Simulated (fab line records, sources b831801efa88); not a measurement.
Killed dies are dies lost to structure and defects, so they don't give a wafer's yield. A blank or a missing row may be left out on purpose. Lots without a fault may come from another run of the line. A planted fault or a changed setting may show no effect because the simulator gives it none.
Split-lot experiment | flow gf180mcu | 5 lots, 27 wafers read, on a route of 602 steps

THE SPLIT
At GF_STI_CVD_03 (deposits Si3N4 from DCS/NH3, target thk 207.16 nm, time 3551 s), the setting time_s was moved away from the recipe's 3551 s on 24 of the 27 wafers read, by -45.2% to +59.2%. The other wafers ran this setting at the recipe's value.

FROM THE SPLIT TO THE READING: what the file shows between them, 4 steps
- GF_STI_THK_MEAS_04
- GF_STI_DEHYDRATE_05: time 60 s
- GF_STI_HMDS_06: prime time 60 s
- GF_STI_DEVELOP_11: develop time 60 s

THE READING
oes_product_au, in a.u., at GF_STI_ETCH_13 (etches the open film in CHF3/O2, stops on Si, target depth 282.31 nm, time 112.9 s). Fault-free wafers of this fab line usually give 0.830 a.u., standard deviation 0.0066 a.u..

wafer  | tool, chamber at the split | time_s as run, s | against the recipe | oes_product_au, a.u. | against lot-mates on the recipe
L074.1 | lpcvd-01, 1                | 3551             | recipe             | 0.837                | -
L074.3 | lpcvd-01, 1                | 3551             | recipe             | 0.837                | -
L074.6 | lpcvd-01, 1                | 3551             | recipe             | 0.831                | -
L075.1 | -, -                       | 4210             | +18.6%             | 0.920                | no lot-mate on the recipe
L075.2 | -, -                       | 4210             | +18.6%             | 0.921                | no lot-mate on the recipe
L075.3 | -, -                       | 4210             | +18.6%             | 0.919                | no lot-mate on the recipe
L075.4 | -, -                       | 4210             | +18.6%             | 0.918                | no lot-mate on the recipe
L075.5 | -, -                       | 4210             | +18.6%             | 0.922                | no lot-mate on the recipe
L075.6 | -, -                       | 4210             | +18.6%             | 0.912                | no lot-mate on the recipe
L079.1 | -, -                       | 5654             | +59.2%             | 1.013                | no lot-mate on the recipe
L079.2 | -, -                       | 5654             | +59.2%             | 1.008                | no lot-mate on the recipe
L079.3 | -, -                       | 5654             | +59.2%             | 1.009                | no lot-mate on the recipe
L079.4 | -, -                       | 5654             | +59.2%             | 1.003                | no lot-mate on the recipe
L079.5 | -, -                       | 5654             | +59.2%             | 1.005                | no lot-mate on the recipe
L079.6 | -, -                       | 5654             | +59.2%             | 1.006                | no lot-mate on the recipe
L081.1 | -, -                       | 4436             | +24.9%             | 0.935                | no lot-mate on the recipe
L081.2 | -, -                       | 4436             | +24.9%             | 0.942                | no lot-mate on the recipe
L081.3 | -, -                       | 4436             | +24.9%             | 0.945                | no lot-mate on the recipe
L081.4 | -, -                       | 4436             | +24.9%             | 0.941                | no lot-mate on the recipe
L081.5 | -, -                       | 4436             | +24.9%             | 0.937                | no lot-mate on the recipe
L081.6 | -, -                       | 4436             | +24.9%             | 0.947                | no lot-mate on the recipe
L085.1 | -, -                       | 1946             | -45.2%             | 0.624                | no lot-mate on the recipe
L085.2 | -, -                       | 1946             | -45.2%             | 0.635                | no lot-mate on the recipe
L085.3 | -, -                       | 1946             | -45.2%             | 0.629                | no lot-mate on the recipe
L085.4 | -, -                       | 1946             | -45.2%             | 0.628                | no lot-mate on the recipe
L085.5 | -, -                       | 1946             | -45.2%             | 0.627                | no lot-mate on the recipe
L085.6 | -, -                       | 1946             | -45.2%             | 0.628                | no lot-mate on the recipe

THE FIT
A straight line over all 27 wafers: oes_product_au changes by +0.00376 a.u. for each +1% of time_s; r = +0.98; the points scatter about the line by 0.029 a.u..
Too few moved wafers have a lot-mate on the recipe to fit a line with each lot's own level taken away.

THE WHOLE CHAIN: every reading that the file lists as answering this split, in the file's order
step               | what it does                                                                       | reading                                                                     | change (the file's fit)                   | r (the file's)
GF_STI_CVD_03      | deposits Si3N4 from DCS/NH3, target thk 207.16 nm, time 3551 s                     | Si3N4_of_STI_CVD_03.thk_nm (the simulator's own value, which no gauge read) | +2.06 nm for each +1% of the setting      | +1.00
GF_STI_THK_MEAS_04 |                                                                                    | STI_CVD_03_THK                                                              | +2.06 for each +1% of the setting         | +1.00
GF_STI_ETCH_13     | etches the open film in CHF3/O2, stops on Si, target depth 282.31 nm, time 112.9 s | oes_product_au                                                              | +0.00376 a.u. for each +1% of the setting | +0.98
GF_STI_ETCH_13     | etches the open film in CHF3/O2, stops on Si, target depth 282.31 nm, time 112.9 s | etch.depth_nm (the simulator's own value, which no gauge read)              | +1.7 nm for each +1% of the setting       | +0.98
GF_STI_WET_ETCH_17 | etches Si3N4 in H3PO4, target depth 45 nm, time 514 s                              | Si3N4_of_STI_CVD_03.thk_nm (the simulator's own value, which no gauge read) | +2.33 nm for each +1% of the setting      | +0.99

THE FILE'S OWN FIT
oes_product_au changes by +0.00376 a.u. for each +1% of time_s, r = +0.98.
